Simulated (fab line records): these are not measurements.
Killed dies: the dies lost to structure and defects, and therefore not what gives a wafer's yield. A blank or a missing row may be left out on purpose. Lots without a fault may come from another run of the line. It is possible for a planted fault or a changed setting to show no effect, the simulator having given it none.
Problem report in the 8D (eight disciplines) form, filled by code ; flow sky130 ; the parts of the form that need people (team, actions taken, sign-off) are left out

## 1. PROBLEM STATEMENT
Wafers without a fault read 24.999 s, standard deviation 0.0085; overpolishRunS at SKY_VIA4_CMP_21 reads a mean of 0.033 s on 3 wafers belonging to 2 lots. That is -99 or more standard deviations from the usual mean.
The step: polishes, stops on SiO2, t overpolish 25 s, target thk 0 nm.
Earliest sighting: wafer L443.6 on cmp-02 at day 47 21:16. The record holds 32 wafers of 11 lots with a number at this step. The rule behind "out" and "out of limits": a value lying over 4 standard deviations away from the usual mean. The rest of the wafers with a number are treated as sound.

## 2. WHAT IT IS, AND WHAT IT ISN'T
question;is;is not
which readings at this step;overpolishRunS, timeToEndpointS;motorCurrentA
which lots;L443, L445;L424, L425, L427, L428, L430, L432, L433, L446, L447
which wafers of those lots;L443.6, L445.3, L445.6;L443.2, L445.2
read on which tools;cmp-02;cmp-01
when;from day 47 21:16;"up to then (22 sound wafers); but 7 sound wafers of L445, L446, L447 came after"

## 3. WHAT RULES OUT EACH SUSPECT
Counting: if a tool at a process step up to the reading ran every lot that is out, it stays a suspect. Sound lots after the first of them don't rule it out here, since some wafers of a struck lot are sound.
- rieDiel-03 at SKY_POLY_CUT_ETCH_10 (etches BARC in N2/H2, stops on SiO2, time 45.9 s, target depth 60 nm): kept. Every lot that is out went through it, the first being L443 (day 30 18:55); the last sound lot it ran before that was L430 (day 27 10:50).
- cmp-02 at SKY_VIA4_CMP_21 (polishes, stops on SiO2, t overpolish 25 s, target thk 0 nm): kept. Every lot that is out went through it, the first being L443 (day 47 21:16); the last sound lot it ran before that was L430 (day 45 13:53). Its own readings are out on those wafers: overpolishRunS, timeToEndpointS.
- Within cmp-02 at SKY_VIA4_CMP_21: the wafers that are out ran in chambers 0, 3; their sound lot-mates ran in chamber 2.
Left after counting: rieDiel-03 at SKY_POLY_CUT_ETCH_10, cmp-02 at SKY_VIA4_CMP_21.

## 4. THE CAUSE (what the simulator had put in)
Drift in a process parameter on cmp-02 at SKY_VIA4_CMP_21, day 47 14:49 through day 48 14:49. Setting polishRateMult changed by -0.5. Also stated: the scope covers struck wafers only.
Counting leaves 2 suspects; this tool is one of them.

## 5. THE EFFECT CHAIN, in route order
Each row: a reading where the mean over the struck wafers with a number is more than 3 standard deviations away from the usual. Scope: only readings with a usual standard deviation given in the record; hours: median across lots of the time from each lot's start at the first step in this table that gives one to its start at this step; sigmas: change in usual standard deviations.
hours;step;reading;usual;on struck wafers;change;sigmas
0;SKY_VIA4_CMP_21;overpolishRunS;24.999 s;0.033;-24.966;-99 or more
0;SKY_VIA4_CMP_21;timeToEndpointS;120 s;191;+71;+11
57;SKY_PAD_OPEN_PROBE_99;defectLimitedYield;82.5 %;0.0;-82.5;-41
57;SKY_PAD_OPEN_PROBE_99;killed_at_M4_up;3.0;412.7;+409.7;+99 or more
57;SKY_PAD_OPEN_PROBE_99;killedDies;86;492;+406;+41
57;SKY_PAD_OPEN_PROBE_99;killedOnRim;17;96;+79;+22
57;SKY_PAD_OPEN_PROBE_99;sort_bin_3_pad_short;0.8 %;84.2;+83.4;+99 or more
57;SKY_PAD_OPEN_PROBE_99;sortNPass;406;0;-406;-41
57;SKY_PAD_OPEN_PROBE_99;sortYieldPct;82.5 %;0.0;-82.5;-41
Process steps it contains:
- SKY_VIA4_CMP_21: polishes, stops on SiO2, t overpolish 25 s, target thk 0 nm.
- SKY_PAD_OPEN_PROBE_99

## 6. WHAT WOULD HAVE CAUGHT IT SOONER
First out-of-limits reading in this record: day 47 21:16, which is 6 hours after fault onset at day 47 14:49.
